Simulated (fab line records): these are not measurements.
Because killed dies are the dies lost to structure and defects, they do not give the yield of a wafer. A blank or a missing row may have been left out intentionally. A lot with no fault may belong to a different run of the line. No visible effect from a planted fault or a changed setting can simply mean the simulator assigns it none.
What tool caused it? + flow gf180mcu + 72 wafers from 24 lots sampled at 6 of the route's 602 steps

WHAT EACH GAUGE READ, for each wafer
GF_NSD_TW_MEAS_12. Usual: for NSD_TW the level is 4218 and the standard deviation is 42.
| lot  | measured     | on            | NSD_TW         | flag |
|------|--------------|---------------|----------------|------|
| L074 | day 13 20:03 | film-metro-01 | 4207 4194 4194 |      |
| L075 | day 14 00:11 | film-metro-03 | 4282 4283 4277 |      |
| L076 | day 14 10:14 | film-metro-01 | 4195 4200 4204 |      |
| L077 | day 14 21:43 | film-metro-03 | 4282 4281 4292 |      |
| L078 | day 15 03:09 | film-metro-01 | 4198 4200 4212 |      |
| L079 | day 15 05:51 | film-metro-01 | 4219 4226 4220 |      |
| L081 | day 16 03:33 | film-metro-03 | 4275 4263 4279 |      |
| L080 | day 16 03:56 | film-metro-01 | 4208 4203 4206 |      |
| L082 | day 16 09:59 | film-metro-01 | 4232 4226 4187 |      |
| L083 | day 16 14:00 | film-metro-03 | 4294 4282 4294 |      |
| L084 | day 17 11:23 | film-metro-01 | 4220 4204 4225 |      |
| L085 | day 17 14:09 | film-metro-03 | 4313 4280 4289 |      |
| L086 | day 17 21:42 | film-metro-04 | 4162 4155 4149 |      |
| L087 | day 18 07:08 | film-metro-04 | 4145 4167 4160 |      |
| L088 | day 18 14:23 | film-metro-04 | 4172 4176 4179 |      |
| L089 | day 18 20:17 | film-metro-03 | 4219 4217 4230 |      |
| L090 | day 19 05:04 | film-metro-03 | 4222 4208 4212 |      |
| L091 | day 19 15:04 | film-metro-04 | 4149 4173 4152 |      |
| L092 | day 20 02:10 | film-metro-03 | 4251 4230 4239 |      |
| L093 | day 20 05:39 | film-metro-03 | 4201 4226 4229 |      |
| L094 | day 20 11:56 | film-metro-03 | 4237 4238 4248 |      |
| L095 | day 20 19:28 | film-metro-04 | 4177 4189 4202 |      |
| L096 | day 21 04:11 | film-metro-03 | 4213 4205 4230 |      |
| L097 | day 21 06:44 | film-metro-04 | 4165 4158 4178 |      |

GF_V2_THK_MEAS_03. Usual: for V2_CVD_02_THK the level is 848 nm and the standard deviation is 10.
| lot  | measured     | on            | V2_CVD_02_THK (nm) | flag |
|------|--------------|---------------|--------------------|------|
| L074 | day 19 19:21 | film-metro-04 | 838 868 869        |      |
| L075 | day 20 00:59 | film-metro-04 | 845 848 855        |      |
| L076 | day 20 12:11 | film-metro-02 | 831 861 846        |      |
| L077 | day 21 02:14 | film-metro-02 | 847 857 869        |      |
| L078 | day 21 07:34 | film-metro-02 | 838 854 858        |      |
| L079 | day 21 10:08 | film-metro-04 | 851 861 856        |      |
| L081 | day 22 10:44 | film-metro-02 | 836 830 861        |      |
| L080 | day 22 11:06 | film-metro-02 | 848 850 866        |      |
| L082 | day 22 15:54 | film-metro-04 | 849 845 866        |      |
| L083 | day 22 21:05 | film-metro-02 | 839 849 855        |      |
| L084 | day 24 02:43 | film-metro-01 | 824 834 850        |      |
| L085 | day 24 02:50 | film-metro-04 | 847 861 867        |      |
| L086 | day 24 03:55 | film-metro-02 | 834 841 847        |      |
| L087 | day 24 11:14 | film-metro-01 | 841 857 856        |      |
| L088 | day 24 19:44 | film-metro-01 | 831 841 859        |      |
| L089 | day 25 01:40 | film-metro-02 | 848 833 852        |      |
| L090 | day 25 08:41 | film-metro-02 | 839 851 853        |      |
| L091 | day 26 00:53 | film-metro-04 | 843 843 852        |      |
| L092 | day 26 04:32 | film-metro-01 | 846 847 850        |      |
| L093 | day 26 05:56 | film-metro-01 | 837 858 846        |      |
| L094 | day 26 10:27 | film-metro-01 | 834 856 856        |      |
| L095 | day 26 18:16 | film-metro-04 | 845 847 853        |      |
| L096 | day 27 02:32 | film-metro-02 | 851 836 844        |      |
| L097 | day 27 04:24 | film-metro-01 | 837 846 841        |      |

GF_V2_BOW_MEAS_05. Usual: for V2_BOW the level is 98 um and the standard deviation is 7.9.
| lot  | measured     | on            | V2_BOW (um) | flag |
|------|--------------|---------------|-------------|------|
| L074 | day 19 19:49 | film-metro-01 | 98 88 101   |      |
| L075 | day 20 01:21 | film-metro-04 | 80 98 89    |      |
| L076 | day 20 12:33 | film-metro-02 | 113 87 85   |      |
| L077 | day 21 02:36 | film-metro-01 | 100 102 114 |      |
| L078 | day 21 07:56 | film-metro-04 | 91 81 80    |      |
| L079 | day 21 10:29 | film-metro-02 | 98 100 104  |      |
| L081 | day 22 11:06 | film-metro-04 | 105 106 98  |      |
| L080 | day 22 11:28 | film-metro-02 | 101 100 101 |      |
| L082 | day 22 16:16 | film-metro-02 | 94 89 102   |      |
| L083 | day 22 21:27 | film-metro-01 | 113 102 102 |      |
| L084 | day 24 03:25 | film-metro-04 | 99 93 111   |      |
| L085 | day 24 03:46 | film-metro-01 | 103 92 106  |      |
| L086 | day 24 04:51 | film-metro-02 | 92 88 93    |      |
| L087 | day 24 11:35 | film-metro-04 | 96 105 103  |      |
| L088 | day 24 20:06 | film-metro-02 | 95 104 99   |      |
| L089 | day 25 02:17 | film-metro-01 | 104 109 106 |      |
| L090 | day 25 09:04 | film-metro-02 | 96 97 94    |      |
| L091 | day 26 01:16 | film-metro-02 | 102 112 94  |      |
| L092 | day 26 04:56 | film-metro-01 | 92 92 95    |      |
| L093 | day 26 06:19 | film-metro-01 | 104 95 92   |      |
| L094 | day 26 10:59 | film-metro-01 | 104 91 89   |      |
| L095 | day 26 18:39 | film-metro-04 | 96 91 103   |      |
| L096 | day 27 02:53 | film-metro-04 | 94 99 111   |      |
| L097 | day 27 04:46 | film-metro-01 | 93 95 102   |      |

WHICH TOOL RAN EACH LOT (tool, then ch and the chambers of the sampled wafers, then the start)
| lot  | GF_V1_CVD_02                    | GF_V1_CMP_04                  | GF_V2_CVD_02                    |
|------|---------------------------------|-------------------------------|---------------------------------|
| L074 | pecvd-02 ch 1,2, day 17 15:25   | cmp-01 ch 0,2,3, day 17 15:38 | pecvd-01 ch 0,2, day 19 19:16   |
| L075 | pecvd-03 ch 0,1,2, day 17 20:56 | cmp-01 ch 1,2,3, day 17 21:04 | pecvd-04 ch 0,1,2, day 20 00:55 |
| L076 | pecvd-03 ch 0,1, day 18 07:22   | cmp-01 ch 0,1,3, day 18 07:38 | pecvd-04 ch 0,1,2, day 20 12:06 |
| L077 | pecvd-04 ch 0,1, day 18 21:40   | cmp-01 ch 1,2,3, day 18 21:50 | pecvd-02 ch 0,2, day 21 02:10   |
| L078 | pecvd-03 ch 0,2, day 19 03:15   | cmp-02 ch 0,2,3, day 19 03:29 | pecvd-04 ch 0,2, day 21 07:29   |
| L079 | pecvd-02 ch 0,2, day 19 06:58   | cmp-01 ch 0,1,2, day 19 07:05 | pecvd-02 ch 0,1,2, day 21 10:04 |
| L081 | pecvd-03 ch 0,1, day 20 07:17   | cmp-02 ch 0,1,3, day 20 07:28 | pecvd-02 ch 1,2, day 22 10:40   |
| L080 | pecvd-04 ch 0,1, day 20 07:25   | cmp-01 ch 0,1,2, day 20 07:33 | pecvd-04 ch 0,2, day 22 11:01   |
| L082 | pecvd-02 ch 0,2, day 20 13:19   | cmp-02 ch 1,2,3, day 20 13:30 | pecvd-01 ch 0,1,2, day 22 15:50 |
| L083 | pecvd-04 ch 0,1,2, day 20 18:36 | cmp-01 ch 0,1,2, day 20 18:44 | pecvd-01 ch 1,2, day 22 21:01   |
| L084 | pecvd-04 ch 0,1,2, day 21 18:05 | cmp-01 ch 1,2,3, day 21 18:13 | pecvd-01 ch 1,2, day 24 02:38   |
| L085 | pecvd-03 ch 0,1,2, day 21 20:27 | cmp-01 ch 1,2,3, day 21 20:40 | pecvd-02 ch 0,1, day 24 02:46   |
| L086 | pecvd-03 ch 0,2, day 22 03:56   | cmp-02 ch 1,2,3, day 22 04:04 | pecvd-04 ch 0,1,2, day 24 03:50 |
| L087 | pecvd-02 ch 1,2, day 22 12:16   | cmp-01 ch 1,2,3, day 22 12:23 | pecvd-01 ch 0,2, day 24 11:10   |
| L088 | pecvd-02 ch 0,1,2, day 22 20:13 | cmp-02 ch 0,2, day 22 20:24   | pecvd-02 ch 0,1,2, day 24 19:40 |
| L089 | pecvd-02 ch 0,2, day 23 01:53   | cmp-01 ch 1,2,3, day 23 02:05 | pecvd-04 ch 0,2, day 25 01:36   |
| L090 | pecvd-04 ch 1,2, day 23 09:52   | cmp-02 ch 1,2,3, day 23 09:59 | pecvd-02 ch 0,2, day 25 08:36   |
| L091 | pecvd-02 ch 0,1,2, day 24 02:34 | cmp-01 ch 0,1, day 24 03:03   | pecvd-01 ch 0,1, day 26 00:47   |
| L092 | pecvd-02 ch 1,2, day 24 05:10   | cmp-02 ch 0,3, day 24 05:18   | pecvd-04 ch 0,1,2, day 26 04:26 |
| L093 | pecvd-03 ch 0,1, day 24 07:30   | cmp-02 ch 0,3, day 24 07:41   | pecvd-02 ch 0,1,2, day 26 05:52 |
| L094 | pecvd-04 ch 0,1,2, day 24 12:07 | cmp-01 ch 0,2, day 24 12:14   | pecvd-04 ch 0,2, day 26 10:23   |
| L095 | pecvd-02 ch 0,1,2, day 24 20:22 | cmp-01 ch 0,2,3, day 24 20:34 | pecvd-01 ch 0,1,2, day 26 18:12 |
| L096 | pecvd-04 ch 0,1,2, day 25 04:20 | cmp-02 ch 0,1,3, day 25 05:23 | pecvd-01 ch 0,1,2, day 27 02:28 |
| L097 | pecvd-04 ch 0,1,2, day 25 06:42 | cmp-02 ch 0,1,2, day 25 06:50 | pecvd-04 ch 0,1,2, day 27 04:20 |
- GF_V1_CVD_02: deposits SiO2 from TEOS, target thk 850 nm, time 94.851 s.
- GF_V1_CMP_04: polishes SiO2.
- GF_V2_CVD_02: deposits SiO2 from TEOS, target thk 850 nm, time 94.851 s.

AS READ BY THE TOOLS THEMSELVES (means over the sampled wafers that have a number; for cases with no such wafer, the mark the record gives instead)
GF_V1_CVD_02. Usual: heater-power-w at 659 W, with a standard deviation of 130.
| lot  | tool     | heater-power-w (W) | flag |
|------|----------|--------------------|------|
| L074 | pecvd-02 | 573                |      |
| L075 | pecvd-03 | 643                |      |
| L076 | pecvd-03 | 577                |      |
| L077 | pecvd-04 | 694                |      |
| L078 | pecvd-03 | 643                |      |
| L079 | pecvd-02 | 793                |      |
| L081 | pecvd-03 | 549                |      |
| L080 | pecvd-04 | 658                |      |
| L082 | pecvd-02 | 748                |      |
| L083 | pecvd-04 | 644                |      |
| L084 | pecvd-04 | 640                |      |
| L085 | pecvd-03 | 600                |      |
| L086 | pecvd-03 | 647                |      |
| L087 | pecvd-02 | 598                |      |
| L088 | pecvd-02 | 700                |      |
| L089 | pecvd-02 | 876                |      |
| L090 | pecvd-04 | 645                |      |
| L091 | pecvd-02 | 611                |      |
| L092 | pecvd-02 | 606                |      |
| L093 | pecvd-03 | 618                |      |
| L094 | pecvd-04 | 611                |      |
| L095 | pecvd-02 | 704                |      |
| L096 | pecvd-04 | 604                |      |
| L097 | pecvd-04 | 657                |      |

GF_V1_CMP_04. Usual: motor-current-A 11.4 A, standard deviation 0.96; time-to-endpoint-s 81 s, standard deviation 5.5.
| lot  | tool   | motor-current-A (A) | time-to-endpoint-s (s) | flag |
|------|--------|---------------------|------------------------|------|
| L074 | cmp-01 | 10.5                | 80                     |      |
| L075 | cmp-01 | 11.4                | 84                     |      |
| L076 | cmp-01 | 11.3                | 82                     |      |
| L077 | cmp-01 | 11.7                | 82                     |      |
| L078 | cmp-02 | 12.2                | 83                     |      |
| L079 | cmp-01 | 10.9                | 80                     |      |
| L081 | cmp-02 | 12.0                | 88                     |      |
| L080 | cmp-01 | 10.8                | 74                     |      |
| L082 | cmp-02 | 12.2                | 74                     |      |
| L083 | cmp-01 | 10.7                | 74                     |      |
| L084 | cmp-01 | 11.5                | 75                     |      |
| L085 | cmp-01 | 11.3                | 83                     |      |
| L086 | cmp-02 | 11.9                | 82                     |      |
| L087 | cmp-01 | 11.7                | 78                     |      |
| L088 | cmp-02 | 11.4                | 81                     |      |
| L089 | cmp-01 | 11.6                | 81                     |      |
| L090 | cmp-02 | 11.9                | 82                     |      |
| L091 | cmp-01 | 10.2                | 77                     |      |
| L092 | cmp-02 | 12.0                | 84                     |      |
| L093 | cmp-02 | 11.8                | 82                     |      |
| L094 | cmp-01 | 10.5                | 78                     |      |
| L095 | cmp-01 | 11.1                | 82                     |      |
| L096 | cmp-02 | 12.1                | 84                     |      |
| L097 | cmp-02 | 12.0                | 84                     |      |

GF_V2_CVD_02. Usual: heater-power-w at 639 W, with a standard deviation of 120.
| lot  | tool     | heater-power-w (W) | flag |
|------|----------|--------------------|------|
| L074 | pecvd-01 | 658                |      |
| L075 | pecvd-04 | 649                |      |
| L076 | pecvd-04 | 639                |      |
| L077 | pecvd-02 | 738                |      |
| L078 | pecvd-04 | 591                |      |
| L079 | pecvd-02 | 713                |      |
| L081 | pecvd-02 | 584                |      |
| L080 | pecvd-04 | 647                |      |
| L082 | pecvd-01 | 622                |      |
| L083 | pecvd-01 | 614                |      |
| L084 | pecvd-01 | 579                |      |
| L085 | pecvd-02 | 679                |      |
| L086 | pecvd-04 | 631                |      |
| L087 | pecvd-01 | 592                |      |
| L088 | pecvd-02 | 697                |      |
| L089 | pecvd-04 | 660                |      |
| L090 | pecvd-02 | 793                |      |
| L091 | pecvd-01 | 635                |      |
| L092 | pecvd-04 | 620                |      |
| L093 | pecvd-02 | 681                |      |
| L094 | pecvd-04 | 597                |      |
| L095 | pecvd-01 | 537                |      |
| L096 | pecvd-01 | 587                |      |
| L097 | pecvd-04 | 645                |      |

THE ANSWER, worked out from the rows above alone
Rule: a lot is off if the mean of its wafers that have a number lies more than 3 standard deviations from the usual mean. Also off: a lot with no number at a reading for which 4 or more lots have one. Where the step has rows for the other lots, those lots are counted as sound. First the gauges in route order, then the tools' own readings, where a lot's mean is used as printed above. At the first step where some lot is off, the reading lying furthest off is the one used; lots without a number count as furthest.
None of the lots is off at any reading shown; this tells nothing.

WHAT THE SIMULATOR PUT IN
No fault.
